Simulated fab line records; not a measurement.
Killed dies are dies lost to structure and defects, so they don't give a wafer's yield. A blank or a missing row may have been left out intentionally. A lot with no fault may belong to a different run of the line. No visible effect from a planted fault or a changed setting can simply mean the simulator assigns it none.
Which tool did it? || flow sky130 || 21 wafers from 7 lots sampled at 3 of the route's 708 steps

## WHAT THE GAUGES SHOWED, per wafer
SKY_SD_N_TW_MEAS_12.
{"lot": "L364", "measured": "day 28 02:54", "on": "film metro-03", "SD_N_TW": "3946 3963 3964"}
{"lot": "L366", "measured": "day 28 13:30", "on": "film metro-02", "SD_N_TW": "4048 4018 4017"}
{"lot": "L368", "measured": "day 30 07:59", "on": "film metro-04", "SD_N_TW": "3969 3985 3968"}
{"lot": "L370", "measured": "day 30 08:51", "on": "film metro-02", "SD_N_TW": "4010 4004 3988"}
{"lot": "L372", "measured": "day 30 23:28", "on": "film metro-04", "SD_N_TW": "3978 3985 3960"}
{"lot": "L377", "measured": "day 32 09:32", "on": "film metro-04", "SD_N_TW": "3722 3734 3722"}
{"lot": "L378", "measured": "day 34 00:35", "on": "film metro-04", "SD_N_TW": "3715 3750 3755"}

## TOOL THAT RAN EACH LOT (tool first, then ch and the chambers of the sampled wafers, then the start)
{"lot": "L364", "SKY_SD_N_IMPLANT_09": "implanter-03 ch 0, day 28 02:31", "SKY_SD_N_STRIP_11": "plasma asher-03 ch 1, day 28 02:47"}
{"lot": "L366", "SKY_SD_N_IMPLANT_09": "implanter-03 ch 0, day 28 13:07", "SKY_SD_N_STRIP_11": "plasma asher-03 ch 0,1, day 28 13:23"}
{"lot": "L368", "SKY_SD_N_IMPLANT_09": "implanter-03 ch 0, day 30 07:35", "SKY_SD_N_STRIP_11": "plasma asher-03 ch 0,1, day 30 07:53"}
{"lot": "L370", "SKY_SD_N_IMPLANT_09": "implanter-02 ch 0, day 30 08:28", "SKY_SD_N_STRIP_11": "plasma asher-03 ch 0,1, day 30 08:44"}
{"lot": "L372", "SKY_SD_N_IMPLANT_09": "implanter-03 ch 0, day 30 23:05", "SKY_SD_N_STRIP_11": "plasma asher-04 ch 0,1, day 30 23:22"}
{"lot": "L377", "SKY_SD_N_IMPLANT_09": "implanter-03 ch 0, day 32 09:08", "SKY_SD_N_STRIP_11": "plasma asher-03 ch 0,1, day 32 09:26"}
{"lot": "L378", "SKY_SD_N_IMPLANT_09": "implanter-03 ch 0, day 34 00:13", "SKY_SD_N_STRIP_11": "plasma asher-03 ch 0,1, day 34 00:29"}
- SKY_SD_N_IMPLANT_09
- SKY_SD_N_STRIP_11: strips in O2/N2.

## THE ANSWER, worked out from the rows above alone
Rule: the lots themselves supply what counts as usual. The widest of any qualifying gaps counts: lots, ordered by their means at a reading, are off when they make up no more than a third of the lots, leave a main group of 4 or more, and stand apart from it by 3 or more times the standard deviation of that group's means. Not used: any main group whose means are identical at the precision the tables above print for the reading. Also off: a lot with no number at a reading for which 4 or more lots have one. The other lots that the step has rows for count as sound.
Off: L377, L378, seen at SKY_SD_N_TW_MEAS_12 (SD_N_TW). Main group: mean 3987, sd 25.
If a tool, at a process step before that reading, ran all the lots that are off and no sound lot after the first of them, it fits. Gauges at SKY_SD_N_TW_MEAS_12: tried the same way as those tools. Can't be told from this: 3 tools fit, implanter-03 at SKY_SD_N_IMPLANT_09, plasma asher-03 at SKY_SD_N_STRIP_11, film metro-04 at SKY_SD_N_TW_MEAS_12.

## WHAT THE SIMULATOR HAD PUT IN
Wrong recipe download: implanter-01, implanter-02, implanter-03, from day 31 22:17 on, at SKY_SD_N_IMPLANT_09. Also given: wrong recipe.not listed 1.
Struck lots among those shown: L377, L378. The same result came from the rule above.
